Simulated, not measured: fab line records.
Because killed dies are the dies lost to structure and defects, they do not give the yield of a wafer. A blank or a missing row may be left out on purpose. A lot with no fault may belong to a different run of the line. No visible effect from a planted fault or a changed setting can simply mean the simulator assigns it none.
Chamber matching | flow sfq line | 3 sister chambers for SFQ_TRILAYER_I4_DEP_PECVD_099 on pecvd-03
The step deposits SiO2 from SiH4/N2O, time 111.11 s, target thk 500 nm. 14 wafers are shown with their chamber, then 7 later ones without.

== WAFERS, EACH WITH ITS CHAMBER ==
wafer  | chamber | throttle valve pct (%) | heater power w (W)
L662.2 | 1       | 24.2                   | 77
L662.5 | 1       | 24.3                   | 64
L662.6 | 0       | 27.0                   | 80
L665.3 | 1       | 24.2                   | 72
L665.4 | 1       | 24.1                   | 74
L665.6 | 0       | 27.1                   | 85
L670.2 | 1       | 24.4                   | 69
L670.5 | 1       | 24.4                   | 72
L670.6 | 2       | 26.2                   | 88
L672.1 | 2       | 26.3                   | 104
L672.4 | 0       | 27.1                   | 75
L672.6 | 2       | 26.8                   | 86
L673.1 | 2       | 26.4                   | 88
L673.3 | 0       | 27.3                   | 71

SIGNATURES (means of the wafers above)
reading            | chamber 0 | chamber 1 | chamber 2 | scatter within a chamber
throttle valve pct | 27.125    | 24.267    | 26.425    | 0.173
heater power w     | 77.75     | 71.33     | 91.50     | 6.19
Rule: a wafer's distance from a chamber is the root of the sum, over the readings, of the square of ((its reading less the chamber's mean) divided by the reading's scatter). The wafer belongs to the nearest chamber; if the next one is less than 2 further off, it can't be placed. The scatter: take each reading less its chamber's mean, square it, sum over the shown wafers, divide by the number of wafers less the number of chambers, and take the root.

== WAFERS WHOSE CHAMBER IS MISSING ==
wafer  | throttle valve pct (%) | heater power w (W)
L673.4 | 27.3                   | 76
L676.3 | 26.6                   | 89
L676.5 | 26.1                   | 90
L676.6 | 24.3                   | 77
L681.2 | 24.5                   | 65
L681.5 | 26.5                   | 96
L681.6 | 24.4                   | 68

== WHICH CHAMBER EACH WENT THROUGH ==
wafer  | from the rows above | in truth
L673.4 | 0                   | 0
L676.3 | 2                   | 2
L676.5 | 2                   | 2
L676.6 | 1                   | 1
L681.2 | 1                   | 1
L681.5 | 2                   | 2
L681.6 | 1                   | 1
Correct placement for 7 of the 7. Can't be placed from these rows: 0. 0 placed wrongly.
